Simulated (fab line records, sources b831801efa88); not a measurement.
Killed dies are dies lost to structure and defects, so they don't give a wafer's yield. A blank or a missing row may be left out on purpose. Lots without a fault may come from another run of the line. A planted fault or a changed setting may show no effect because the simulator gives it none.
One fault seen from 2 desks | flow sfq_line | each desk has only its own numbers; what lay behind them comes last

THE TOOL OWNER'S DESK: pvd_sputter-03
The tool's own readings at SFQ_TRILAYER_R5_DEP_SPUTTER_133 (material MoNx, target thk 40 nm, time 66.7 s): means of the sampled wafers that have a number, for each lot that ran on this tool. A lot is out of limits, marked OUT, if its mean lies more than 4 standard deviations from the usual mean; the brackets give that distance.
Columns: A = cathode_dc_power_W at SFQ_TRILAYER_R5_DEP_SPUTTER_133, usual 999.98 W; B = throttle_valve_pct at SFQ_TRILAYER_R5_DEP_SPUTTER_133, usual 29.8 %
lot  | first seen here | A                         | B
L518 | day 47 15:29    | 1000.04                   | 29.1
L520 | day 59 20:49    | 999.83                    | 30.4
L522 | day 60 15:20    | 1000.07                   | 29.7
L523 | day 61 06:50    | 999.90                    | 29.3
L524 | day 62 18:49    | 1000.00                   | 29.4
L525 | day 63 22:21    | 999.95                    | 29.7
L533 | day 66 21:28    | 1023.05 (+99 or more) OUT | 29.6
This desk's finding: out of limits on L533; first on L533, day 66 21:28 (cathode_dc_power_W at SFQ_TRILAYER_R5_DEP_SPUTTER_133). In limits: L518, L520, L522, L523, L524, L525.

THE METROLOGY DESK
What the gauges read, lot by lot, whatever tool the lot ran on: means of the sampled wafers that have a number. A lot is out of limits, marked OUT, if its mean lies more than 4 standard deviations from the usual mean; the brackets give that distance.
Columns: A = R5_MONX_RS at SFQ_R5_RS_MEAS_933, usual 7.07 ohm/sq; B = R5_MONX_THK at SFQ_R5_THK_MEAS_934, usual 39.4 nm
lot  | first seen here | A               | B
L518 | day 47 15:35    | 7.08            | 39.4
L520 | day 59 20:55    | 7.09            | 39.4
L521 | day 60 04:51    | 7.08            | 39.4
L522 | day 60 15:25    | 7.07            | 39.0
L523 | day 61 06:54    | 7.06            | 39.0
L524 | day 62 18:53    | 7.04            | 39.7
L525 | day 63 22:25    | 7.05            | 39.8
L526 | day 64 01:29    | 7.11            | 39.4
L527 | day 64 06:17    | 7.10            | 39.3
L533 | day 66 21:32    | 6.82 (-4.4) OUT | 41.2 (+5.0) OUT
L536 | day 67 09:32    | 7.15            | 39.3
L537 | day 67 12:32    | 6.98            | 40.1
L538 | day 67 15:34    | 7.03            | 39.8
This desk's finding: out of limits on L533; first on L533, day 66 21:32 (R5_MONX_RS at SFQ_R5_RS_MEAS_933). In limits: L518, L520, L521, L522, L523, L524, L525, L526, L527, L536, L537, L538.

PUT TOGETHER
The tool owner's desk could have raised an alarm at day 66 21:28, on L533.
The metrology desk could have raised an alarm at day 66 21:32, on L533.
Of the lots named, all ran SFQ_TRILAYER_R5_DEP_SPUTTER_133 on pvd_sputter-03.

WHAT THE SIMULATOR HAD PUT IN
Process parameter drift: pvd_sputter-03, from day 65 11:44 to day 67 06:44, at SFQ_TRILAYER_R5_DEP_SPUTTER_133. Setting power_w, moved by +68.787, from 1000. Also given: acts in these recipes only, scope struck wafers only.
Lots struck among those shown: L533.
Hours from the fault's start to each desk's first reading out of limits: the tool owner's desk, 34; the metrology desk, 34.
